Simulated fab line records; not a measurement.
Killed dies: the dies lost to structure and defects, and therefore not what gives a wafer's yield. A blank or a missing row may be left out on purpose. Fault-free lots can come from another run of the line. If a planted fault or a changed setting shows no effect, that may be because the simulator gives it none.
What tool caused it? | flow gf180mcu | 11 lots with 33 wafers sampled at 5 steps, on a route of 602 steps

WHAT THE GAUGES SHOWED, per wafer
GF_TOP_METAL_CD_MEAS_14: the cd target is 440 nm.
lot  | measured     | on        | cd_nm (nm)
L359 | day 27 23:42 | cd_sem-02 | 440.3 440.7 437.4
L360 | day 28 04:07 | cd_sem-01 | 439.1 439.3 440.8
L362 | day 29 04:35 | cd_sem-02 | 440.2 441.5 441.9
L363 | day 29 10:14 | cd_sem-02 | 437.4 436.2 436.4
L367 | day 30 17:16 | cd_sem-01 | 455.3 457.9 457.2
L369 | day 31 05:32 | cd_sem-01 | 452.7 456.3 455.7
L370 | day 31 10:14 | cd_sem-01 | 457.2 458.3 456.3
L373 | day 32 03:20 | cd_sem-01 | 438.6 441.7 439.5
L379 | day 33 18:03 | cd_sem-02 | 447.4 445.1 443.7
L380 | day 33 19:24 | cd_sem-02 | 438.9 439.7 438.9
L382 | day 34 02:55 | cd_sem-02 | 435.0 438.6 437.2

WHICH TOOL RAN EACH LOT (tool, then ch and the chambers of the sampled wafers, then the start)
lot  | GF_V5_STRIP_18                       | GF_V5_SPUTTER_21             | GF_V5_SPUTTER_22             | GF_TOP_METAL_EXPOSE_11
L359 | plasma_asher-04 ch 0,1, day 27 02:44 | pvd_sputter-01, day 27 03:17 | pvd_sputter-01, day 27 03:20 | iline_stepper-01 ch 0, day 27 14:27
L360 | plasma_asher-02 ch 0,1, day 27 06:32 | pvd_sputter-01, day 27 07:04 | pvd_sputter-01, day 27 07:08 | iline_stepper-02 ch 0, day 27 18:35
L362 | plasma_asher-04 ch 0,1, day 28 07:26 | pvd_sputter-03, day 28 07:59 | pvd_sputter-03, day 28 08:02 | iline_stepper-01 ch 0, day 28 18:49
L363 | plasma_asher-04 ch 0,1, day 28 14:36 | pvd_sputter-02, day 28 15:08 | pvd_sputter-02, day 28 15:12 | iline_stepper-01 ch 0, day 29 01:23
L367 | plasma_asher-01 ch 0,1, day 29 20:49 | pvd_sputter-03, day 29 21:21 | pvd_sputter-03, day 29 21:25 | iline_stepper-01 ch 0, day 30 08:14
L369 | plasma_asher-01 ch 0,1, day 30 09:25 | pvd_sputter-02, day 30 10:17 | pvd_sputter-02, day 30 10:21 | iline_stepper-01 ch 0, day 30 20:37
L370 | plasma_asher-04 ch 0,1, day 30 14:45 | pvd_sputter-02, day 30 15:36 | pvd_sputter-02, day 30 15:40 | iline_stepper-01 ch 0, day 31 01:25
L373 | plasma_asher-02 ch 0,1, day 31 09:36 | pvd_sputter-01, day 31 10:08 | pvd_sputter-01, day 31 10:11 | iline_stepper-02 ch 0, day 31 19:35
L379 | plasma_asher-01 ch 0,1, day 33 00:47 | pvd_sputter-01, day 33 01:22 | pvd_sputter-01, day 33 01:25 | iline_stepper-02 ch 0, day 33 10:17
L380 | plasma_asher-04 ch 0, day 33 03:05   | pvd_sputter-02, day 33 03:38 | pvd_sputter-02, day 33 03:41 | iline_stepper-02 ch 0, day 33 12:10
L382 | plasma_asher-04 ch 0,1, day 33 10:53 | pvd_sputter-01, day 33 11:25 | pvd_sputter-01, day 33 11:29 | iline_stepper-02 ch 0, day 33 20:01
- GF_V5_STRIP_18: strips in O2/N2.
- GF_V5_SPUTTER_21: material Ti, target thk 15 nm, time 80.02 s.
- GF_V5_SPUTTER_22: material TiN, target thk 10 nm, time 40 s.
- GF_TOP_METAL_EXPOSE_11: exposes mask MetalTop, target cd 440 nm.

AS READ BY THE TOOLS THEMSELVES (means over the sampled wafers that have a number; for cases with no such wafer, the mark the record gives instead)
GF_V5_STRIP_18.
lot  | tool            | drypump_motor_current_A (A) | heater_power_w (W) | oes_product_au (a.u.)
L359 | plasma_asher-04 | 5.6                         | 350                | 0.570
L360 | plasma_asher-02 | 6.4                         | 314                | 0.570
L362 | plasma_asher-04 | 5.2                         | 356                | 0.568
L363 | plasma_asher-04 | 5.3                         | 349                | 0.569
L367 | plasma_asher-01 | 5.2                         | 331                | 0.569
L369 | plasma_asher-01 | 5.3                         | 326                | 0.568
L370 | plasma_asher-04 | 5.2                         | 353                | 0.562
L373 | plasma_asher-02 | 6.4                         | 312                | 0.566
L379 | plasma_asher-01 | 5.2                         | 329                | 0.568
L380 | plasma_asher-04 | 4.8                         | 349                | 0.574
L382 | plasma_asher-04 | 5.6                         | 348                | 0.567

GF_V5_SPUTTER_21.
lot  | tool           | cathode_dc_power_W (W) | throttle_valve_pct (%)
L359 | pvd_sputter-01 | 2500.2                 | 31.2
L360 | pvd_sputter-01 | 2500.3                 | 30.6
L362 | pvd_sputter-03 | 2500.2                 | 29.0
L363 | pvd_sputter-02 | 2499.6                 | 30.0
L367 | pvd_sputter-03 | 2499.6                 | 30.3
L369 | pvd_sputter-02 | 2500.3                 | 30.5
L370 | pvd_sputter-02 | 2500.0                 | 30.6
L373 | pvd_sputter-01 | 2500.2                 | 31.2
L379 | pvd_sputter-01 | 2499.9                 | 30.9
L380 | pvd_sputter-02 | 2500.3                 | 30.5
L382 | pvd_sputter-01 | 2500.5                 | 31.1

GF_V5_SPUTTER_22.
lot  | tool           | cathode_dc_power_W (W) | throttle_valve_pct (%)
L359 | pvd_sputter-01 | 4000.1                 | 31.1
L360 | pvd_sputter-01 | 4000.0                 | 30.8
L362 | pvd_sputter-03 | 4000.3                 | 29.1
L363 | pvd_sputter-02 | 4000.0                 | 29.7
L367 | pvd_sputter-03 | 3999.7                 | 30.3
L369 | pvd_sputter-02 | 3999.8                 | 30.5
L370 | pvd_sputter-02 | 3999.9                 | 30.4
L373 | pvd_sputter-01 | 3999.3                 | 31.0
L379 | pvd_sputter-01 | 4000.0                 | 30.8
L380 | pvd_sputter-02 | 3999.9                 | 30.5
L382 | pvd_sputter-01 | 3999.8                 | 31.2

GF_TOP_METAL_EXPOSE_11.
lot  | tool             | exposure_dose_mJ_cm2
L359 | iline_stepper-01 | 169.18
L360 | iline_stepper-02 | 169.28
L362 | iline_stepper-01 | 168.98
L363 | iline_stepper-01 | 169.07
L367 | iline_stepper-01 | 158.40
L369 | iline_stepper-01 | 160.51
L370 | iline_stepper-01 | 160.64
L373 | iline_stepper-02 | 169.08
L379 | iline_stepper-02 | 169.39
L380 | iline_stepper-02 | 168.95
L382 | iline_stepper-02 | 168.72

THE ANSWER, worked out from the rows above alone
Rule: usual is defined by the lots themselves. Put in order of their means at a reading, lots are off if they are a third of the lots or fewer, leave a main group of 4 or more, and stand apart from it by a gap of 3 or more times the standard deviation of the main group's means; of several such gaps the widest counts. If all means in a main group match to the digits the tables above print for the reading, that group is not used. Also off: a lot with no number at a reading for which 4 or more lots have one. Any other lot the step has rows for is counted as sound. Order of review: gauges by route order, followed by the tools' own readings, for which a lot's mean as printed above is used. At the first step where some lot is off, the reading lying furthest off is the one used; lots without a number count as furthest.
Off: L367, L369, L370 (GF_TOP_METAL_CD_MEAS_14, cd_nm). The main group has a mean of 439.8 nm with a standard deviation of 2.5.
If a tool, at a process step before that reading, ran all the lots that are off and no sound lot after the first of them, it fits. Not tried: the gauges at GF_TOP_METAL_CD_MEAS_14; whatever is off there is also off at GF_TOP_METAL_EXPOSE_11, on other tools, and gauge error can't account for it. One fits: GF_TOP_METAL_EXPOSE_11 on iline_stepper-01. A fault onset in the window from L363 (day 29 01:23, its last sound lot) to L367 (day 30 08:14, its first lot off) fits.
The tool's own readings at GF_TOP_METAL_EXPOSE_11 bear it out: on the lots that are off they differ by more than 5 times the standard deviation of the sound lots' means. exposure_dose_mJ_cm2 reads 159.85 there against 169.08 on the sound lots.

WHAT WAS PUT IN BY THE SIMULATOR
Drift in process parameters on iline_stepper-01 at GF_TOP_METAL_EXPOSE_11, starting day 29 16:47. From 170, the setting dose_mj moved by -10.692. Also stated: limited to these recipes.
Lots struck among those shown: L367, L369, L370. The rule above found the same.
